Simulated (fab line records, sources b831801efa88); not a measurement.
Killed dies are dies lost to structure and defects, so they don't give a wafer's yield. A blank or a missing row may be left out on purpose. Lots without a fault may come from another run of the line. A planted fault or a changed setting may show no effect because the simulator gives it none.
Which tool did it? | flow gf180mcu | 10 lots, 30 wafers sampled, at 6 steps of a route of 602

WHAT THE GAUGES READ, wafer by wafer
GF_HV_LDD_TW_MEAS_23. Usual: HV_LDD_2_TW 1059, standard deviation 7.
lot  | measured     | on            | HV_LDD_2_TW    | flag
L363 | day 11 18:58 | film_metro-01 | 30 30 30       | OFF
L364 | day 12 02:51 | film_metro-04 | 30 30 30       | OFF
L369 | day 13 15:19 | film_metro-01 | 1051 1053 1053 |
L371 | day 14 09:49 | film_metro-04 | 1066 1059 1058 |
L372 | day 14 13:11 | film_metro-04 | 1062 1066 1063 |
L376 | day 15 17:18 | film_metro-04 | 1063 1066 1057 |
L377 | day 16 01:38 | film_metro-01 | 1051 1057 1056 |
L380 | day 17 04:50 | film_metro-04 | 1067 1066 1065 |
L381 | day 17 10:38 | film_metro-04 | 1063 1059 1062 |
L382 | day 17 14:46 | film_metro-04 | 1056 1062 1060 |

WHICH TOOL RAN EACH LOT (tool, then ch and the chambers of the sampled wafers, then the start)
lot  | GF_VT_IMPLANT_RTA_45             | GF_DUAL_GATE_STRIP_13                | GF_POLY_GATE_ETCH_13             | GF_HV_LDD_STRIP_10                   | GF_HV_LDD_STRIP_22
L363 | rtp_anneal-01 ch 0, day 8 09:46  | plasma_asher-02 ch 0,1, day 9 05:01  | rie_si-02 ch 2,3, day 10 04:26   | plasma_asher-04 ch 0,1, day 11 00:40 | plasma_asher-02 ch 0,1, day 11 18:52
L364 | rtp_anneal-02 ch 0, day 8 17:13  | plasma_asher-02 ch 0,1, day 9 14:29  | rie_si-01 ch 0,3, day 10 11:50   | plasma_asher-04 ch 0,1, day 11 08:16 | plasma_asher-02 ch 0,1, day 12 02:46
L369 | rtp_anneal-02 ch 0, day 10 03:28 | plasma_asher-01 ch 0,1, day 10 23:47 | rie_si-02 ch 0,1,2, day 11 21:23 | plasma_asher-03 ch 0,1, day 12 19:28 | plasma_asher-04 ch 0,1, day 13 15:13
L371 | rtp_anneal-02 ch 0, day 10 16:12 | plasma_asher-01 ch 1, day 11 14:04   | rie_si-01 ch 1,2,3, day 12 15:23 | plasma_asher-04 ch 0,1, day 13 12:56 | plasma_asher-03 ch 0,1, day 14 09:42
L372 | rtp_anneal-02 ch 0, day 10 21:37 | plasma_asher-01 ch 0,1, day 11 18:21 | rie_si-01 ch 1,2,3, day 12 18:29 | plasma_asher-04 ch 0,1, day 13 15:50 | plasma_asher-02 ch 0,1, day 14 13:05
L376 | rtp_anneal-02 ch 0, day 12 00:03 | plasma_asher-02 ch 0,1, day 12 21:59 | rie_si-02 ch 1,2,3, day 13 21:14 | plasma_asher-03 ch 0,1, day 14 19:58 | plasma_asher-02 ch 0,1, day 15 17:13
L377 | rtp_anneal-01 ch 0, day 12 06:29 | plasma_asher-01 ch 0,1, day 13 04:12 | rie_si-01 ch 0,1, day 14 04:41   | plasma_asher-03 ch 0,1, day 15 02:59 | plasma_asher-02 ch 0, day 16 01:32
L380 | rtp_anneal-02 ch 0, day 13 05:28 | plasma_asher-04 ch 0,1, day 14 05:16 | rie_si-01 ch 0,1,2, day 15 06:05 | plasma_asher-04 ch 0,1, day 16 05:38 | plasma_asher-03 ch 0,1, day 17 04:44
L381 | rtp_anneal-02 ch 0, day 13 12:08 | plasma_asher-04 ch 0,1, day 14 11:24 | rie_si-01 ch 0,2,3, day 15 12:11 | plasma_asher-04 ch 0,1, day 16 12:14 | plasma_asher-03 ch 0,1, day 17 10:32
L382 | rtp_anneal-02 ch 0, day 13 16:27 | plasma_asher-01 ch 0,1, day 14 15:05 | rie_si-01 ch 0,2,3, day 15 15:23 | plasma_asher-04 ch 0,1, day 16 15:28 | plasma_asher-04 ch 0,1, day 17 14:40
- GF_VT_IMPLANT_RTA_45: time 30 s.
- GF_DUAL_GATE_STRIP_13: strips in O2/N2.
- GF_POLY_GATE_ETCH_13: etches poly-Si in HBr/Cl2, stops on SiO2, target depth 198.5 nm, time 69.6 s.
- GF_HV_LDD_STRIP_10: strips in O2/N2.
- GF_HV_LDD_STRIP_22: strips in O2/N2.

WHAT THE TOOLS THEMSELVES READ (means of the sampled wafers that have a number; where no wafer has one, the mark that the record gives instead)
GF_VT_IMPLANT_RTA_45. Usual: lamp_power_pct 35 %, standard deviation 3.7; wafer_temp_C_max 1056.7, standard deviation 1.7.
lot  | tool          | lamp_power_pct (%) | wafer_temp_C_max | flag
L363 | rtp_anneal-01 | 39                 | 1056.6           |
L364 | rtp_anneal-02 | 32                 | 1055.3           |
L369 | rtp_anneal-02 | 32                 | 1055.8           |
L371 | rtp_anneal-02 | 32                 | 1056.8           |
L372 | rtp_anneal-02 | 32                 | 1054.9           |
L376 | rtp_anneal-02 | 32                 | 1056.0           |
L377 | rtp_anneal-01 | 39                 | 1058.9           |
L380 | rtp_anneal-02 | 32                 | 1055.4           |
L381 | rtp_anneal-02 | 32                 | 1055.6           |
L382 | rtp_anneal-02 | 32                 | 1056.1           |

GF_DUAL_GATE_STRIP_13. Usual: chamber_pressure_mTorr 1500.1 mTorr, standard deviation 1.4; drypump_motor_current_A 5.4 A, standard deviation 0.32; heater_power_w 328 W, standard deviation 21; oes_product_au 0.716 a.u., standard deviation 0.0042; strip_time_to_endpoint_s 12.63 s, standard deviation 0.03.
lot  | tool            | chamber_pressure_mTorr (mTorr) | drypump_motor_current_A (A) | heater_power_w (W) | oes_product_au (a.u.) | strip_time_to_endpoint_s (s) | flag
L363 | plasma_asher-02 | 1499.1                         | 5.2                         | 320                | 0.718                 | 12.64                        |
L364 | plasma_asher-02 | 1498.9                         | 5.2                         | 316                | 0.715                 | 12.64                        |
L369 | plasma_asher-01 | 1500.1                         | 5.9                         | 321                | 0.717                 | 12.61                        |
L371 | plasma_asher-01 | 1499.2                         | 6.0                         | 347                | 0.714                 | 12.64                        |
L372 | plasma_asher-01 | 1500.7                         | 5.9                         | 335                | 0.716                 | 12.63                        |
L376 | plasma_asher-02 | 1500.4                         | 5.2                         | 316                | 0.713                 | 12.62                        |
L377 | plasma_asher-01 | 1499.9                         | 5.9                         | 319                | 0.715                 | 12.61                        |
L380 | plasma_asher-04 | 1499.9                         | 5.3                         | 357                | 0.713                 | 12.61                        |
L381 | plasma_asher-04 | 1498.8                         | 5.3                         | 363                | 0.716                 | 12.64                        |
L382 | plasma_asher-01 | 1499.7                         | 5.9                         | 320                | 0.718                 | 12.64                        |

GF_POLY_GATE_ETCH_13. Usual: drypump_motor_current_A 5.7 A, standard deviation 0.36; oes_product_au 0.994 a.u., standard deviation 0.0093; throttle_valve_pct 33.684 %, standard deviation 0.0091.
lot  | tool      | drypump_motor_current_A (A) | oes_product_au (a.u.) | throttle_valve_pct (%) | flag
L363 | rie_si-02 | 5.4                         | 0.999                 | 33.686                 |
L364 | rie_si-01 | 6.1                         | 0.998                 | 33.688                 |
L369 | rie_si-02 | 5.6                         | 0.995                 | 33.685                 |
L371 | rie_si-01 | 5.6                         | 0.990                 | 33.684                 |
L372 | rie_si-01 | 5.6                         | 0.987                 | 33.690                 |
L376 | rie_si-02 | 5.7                         | 0.991                 | 33.683                 |
L377 | rie_si-01 | 5.9                         | 0.996                 | 33.686                 |
L380 | rie_si-01 | 5.7                         | 0.988                 | 33.684                 |
L381 | rie_si-01 | 5.9                         | 0.987                 | 33.687                 |
L382 | rie_si-01 | 5.9                         | 0.989                 | 33.687                 |

GF_HV_LDD_STRIP_10. Usual: chamber_pressure_mTorr 1500.1 mTorr, standard deviation 1.4; drypump_motor_current_A 5.5 A, standard deviation 0.47; heater_power_w 338 W, standard deviation 26; oes_product_au 0.716 a.u., standard deviation 0.0044; strip_time_to_endpoint_s 12.63 s, standard deviation 0.035.
lot  | tool            | chamber_pressure_mTorr (mTorr) | drypump_motor_current_A (A) | heater_power_w (W) | oes_product_au (a.u.) | strip_time_to_endpoint_s (s) | flag
L363 | plasma_asher-04 | -                              | -                           | -                  | -                     | -                            | OFF
L364 | plasma_asher-04 | -                              | -                           | -                  | -                     | -                            | OFF
L369 | plasma_asher-03 | 1499.9                         | 5.8                         | 340                | 0.716                 | 12.60                        |
L371 | plasma_asher-04 | 1499.8                         | 5.3                         | 358                | 0.714                 | 12.69                        |
L372 | plasma_asher-04 | 1498.8                         | 5.3                         | 356                | 0.717                 | 12.63                        |
L376 | plasma_asher-03 | 1500.1                         | 6.2                         | 319                | 0.712                 | 12.65                        |
L377 | plasma_asher-03 | 1499.0                         | 6.1                         | 320                | 0.716                 | 12.69                        |
L380 | plasma_asher-04 | 1500.5                         | 5.3                         | 351                | 0.713                 | 12.60                        |
L381 | plasma_asher-04 | 1500.0                         | 5.3                         | 363                | 0.719                 | 12.61                        |
L382 | plasma_asher-04 | 1501.7                         | 5.3                         | 354                | 0.717                 | 12.65                        |

GF_HV_LDD_STRIP_22. Usual: chamber_pressure_mTorr 1499 mTorr, standard deviation 6.2; drypump_motor_current_A 5.4 A, standard deviation 0.39; heater_power_w 339 W, standard deviation 24; oes_product_au 0.717 a.u., standard deviation 0.0046; strip_time_to_endpoint_s 12.63 s, standard deviation 0.035.
lot  | tool            | chamber_pressure_mTorr (mTorr) | drypump_motor_current_A (A) | heater_power_w (W) | oes_product_au (a.u.) | strip_time_to_endpoint_s (s) | flag
L363 | plasma_asher-02 | 1499                           | 5.2                         | 324                | 0.717                 | 27.62                        | OFF
L364 | plasma_asher-02 | 1501                           | 5.2                         | 320                | 0.718                 | 27.57                        | OFF
L369 | plasma_asher-04 | 1499                           | 5.3                         | 357                | 0.720                 | 12.63                        |
L371 | plasma_asher-03 | 1499                           | 5.8                         | 350                | 0.717                 | 12.61                        |
L372 | plasma_asher-02 | 1500                           | 5.2                         | 317                | 0.714                 | 12.66                        |
L376 | plasma_asher-02 | 1500                           | 5.2                         | 325                | 0.719                 | 12.60                        |
L377 | plasma_asher-02 | 1500                           | 5.2                         | 333                | 0.717                 | 12.57                        |
L380 | plasma_asher-03 | 1499                           | 6.2                         | 323                | 0.718                 | 12.62                        |
L381 | plasma_asher-03 | 1501                           | 6.2                         | 326                | 0.718                 | 12.59                        |
L382 | plasma_asher-04 | 1500                           | 5.4                         | 369                | 0.717                 | 12.67                        |

THE ANSWER, worked out from the rows above alone
Rule: a lot is off if the mean of its wafers that have a number lies more than 3 standard deviations from the usual mean. A lot without any number at a reading at which 4 lots or more have one is off too. The other lots that the step has rows for count as sound. The gauges are gone through in route order, then the tools' own readings, and for those a lot's mean is taken as printed above. The first step at which some lot is off is used, and at that step the reading that is off furthest; a lot without a number counts as furthest.
Off: L363, L364, at GF_HV_LDD_TW_MEAS_23 (HV_LDD_2_TW).
A tool fits if, at a process step before that reading, it ran every lot that is off, and no sound lot after the first of them. The gauges at GF_HV_LDD_TW_MEAS_23 aren't tried: what is off there is off at GF_HV_LDD_STRIP_10 too, on other tools, and a gauge's error can't cause that. None of those tried fits.

WHAT THE SIMULATOR HAD PUT IN
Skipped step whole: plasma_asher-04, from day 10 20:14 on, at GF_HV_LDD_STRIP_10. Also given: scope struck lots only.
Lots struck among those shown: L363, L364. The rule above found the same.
